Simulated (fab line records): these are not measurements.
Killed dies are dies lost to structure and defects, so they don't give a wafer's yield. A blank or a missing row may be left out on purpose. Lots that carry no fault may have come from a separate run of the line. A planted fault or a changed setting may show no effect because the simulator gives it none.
Matching of chambers ; flow gf180mcu ; GF_V5_ETCH_17 on rie diel-03: 4 sister chambers
The step etches SiO2 in C4F8/O2/Ar, stops on TiN, target depth 855 nm. 7 wafers are shown with their chamber, then 7 later ones without.

## WAFERS PAIRED WITH THEIR CHAMBERS
wafer;chamber;oes product au (a.u.);rf fwd power W (W)
L743.4;1;0.871;1492
L745.5;0;0.861;1494
L761.2;2;0.866;1493
L761.4;3;0.865;1489
L761.6;3;0.855;1496
L763.1;0;0.854;1497
L763.4;2;0.870;1489

## WAFERS MISSING THEIR CHAMBER
wafer;oes product au (a.u.);rf fwd power W (W)
L763.5;0.857;1493
L765.2;0.861;1495
L765.4;0.857;1487
L765.5;0.857;1504
L766.1;0.859;1486
L766.2;0.858;1497
L766.3;0.862;1488

## EACH ONE'S CHAMBER
wafer;from the rows above;in truth
L763.5;can't be placed: 3 or 0 or 2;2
L765.2;can't be placed: 0 or 3 or 2 or 1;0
L765.4;can't be placed: 3 or 2 or 0 or 1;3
L765.5;can't be placed: 0 or 3 or 2 or 1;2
L766.1;can't be placed: 3 or 2 or 0 or 1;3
L766.2;can't be placed: 0 or 3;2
L766.3;can't be placed: 3 or 2 or 1 or 0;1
0 of 7 placed correctly. Can't be placed from these rows: 7 (the true chamber is among the candidates in 6). 0 placed wrongly.
How it was worked out, from the rows above alone: a wafer's distance from a chamber is the root of the sum, over the readings, of the square of ((its reading less the chamber's mean) divided by the reading's scatter). The wafer belongs to the nearest chamber; if the next one is less than 2 further off, it can't be placed. The mean given for a chamber averages the wafers shown for that chamber. The scatter: the root of (the sum of the squares of (reading less its chamber's mean) over the shown wafers, divided by (wafers less chambers)).
